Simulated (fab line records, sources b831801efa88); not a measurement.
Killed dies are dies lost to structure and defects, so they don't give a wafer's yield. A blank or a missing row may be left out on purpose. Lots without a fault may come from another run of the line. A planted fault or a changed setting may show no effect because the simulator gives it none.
Problem report in the 8D (eight disciplines) form, filled by code | flow gf180mcu | the parts of the form that need people (team, actions taken, sign-off) are left out

1. THE PROBLEM
tilt_deg at GF_HV_LDD_IMPLANT_36 reads a mean of 27.359 degrees on 6 wafers of 2 lots; wafers without a fault read 29.999 degrees with a standard deviation of 0.023. That is -99 or more standard deviations from the usual mean.
First seen on wafer L520.2, day 17 01:40, on implanter-01. The record holds 36 wafers of 12 lots with a number at this step. Rule for "out", or "out of limits": more than 4 standard deviations from the usual mean. The other wafers with a number count as sound.

2. WHAT IT IS AND WHAT IT IS NOT
question                    | is                     | is not
which readings at this step | tilt_deg               | -
which lots                  | L520, L521             | L504, L510, L511, L512, L514, L517, L523, L524, L525, L526
which wafers of those lots  | all that have a number | -
read on which tools         | implanter-01           | implanter-02, implanter-03
when                        | from day 17 01:40      | up to then (18 sound wafers); but 12 sound wafers of L523, L524, L525, L526 came after

3. SUSPECTS, AND WHAT RULES EACH OUT
Counting: a tool at a process step up to the reading stays a suspect if it ran every lot that is out and no sound lot after the first of them.
- plasma_asher-02 at GF_HV_LDD_STRIP_10 (strips in O2/N2): ruled out as a lasting fault. Sound lots L523 ran on it after its first lot that is out, L520 (day 15 04:27).
- implanter-01 at GF_HV_LDD_IMPLANT_36: kept. It ran every lot that is out, first L520 (day 17 01:40), and no sound lot after that; its last sound lot up to then is L514 (day 15 09:00). Its own readings are out on those wafers: tilt_deg.
Left after counting: implanter-01 at GF_HV_LDD_IMPLANT_36.

4. THE CAUSE (what the simulator had put in)
Process parameter drift: implanter-01, from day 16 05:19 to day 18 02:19, at GF_HV_LDD_IMPLANT_36. Setting tilt_deg, moved by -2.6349, from 30. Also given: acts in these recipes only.
Counting left only this tool.

5. THE CHAIN OF EFFECTS, in route order
Each row: a reading whose mean over the struck wafers that have a number lies more than 3 standard deviations from the usual. Only readings for which the record gives a usual standard deviation are gone through. hours: the time from each lot's start at the first step in this table that gives one to its start at this step, as a median over the lots. sigmas: the change in usual standard deviations.
hours | step                 | reading  | usual          | on struck wafers | change | sigmas
0     | GF_HV_LDD_IMPLANT_36 | tilt_deg | 29.999 degrees | 27.359           | -2.640 | -99 or more
The process steps in it:
- GF_HV_LDD_IMPLANT_36
Readings that are blank on the struck wafers while sound wafers have them: HV_LDD_RS at GF_HV_LDD_RS_MEAS_53.

6. WHAT WOULD HAVE CAUGHT IT SOONER
In this record the first reading out of limits was taken at day 17 01:40, 20 hours after the fault began at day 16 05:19.
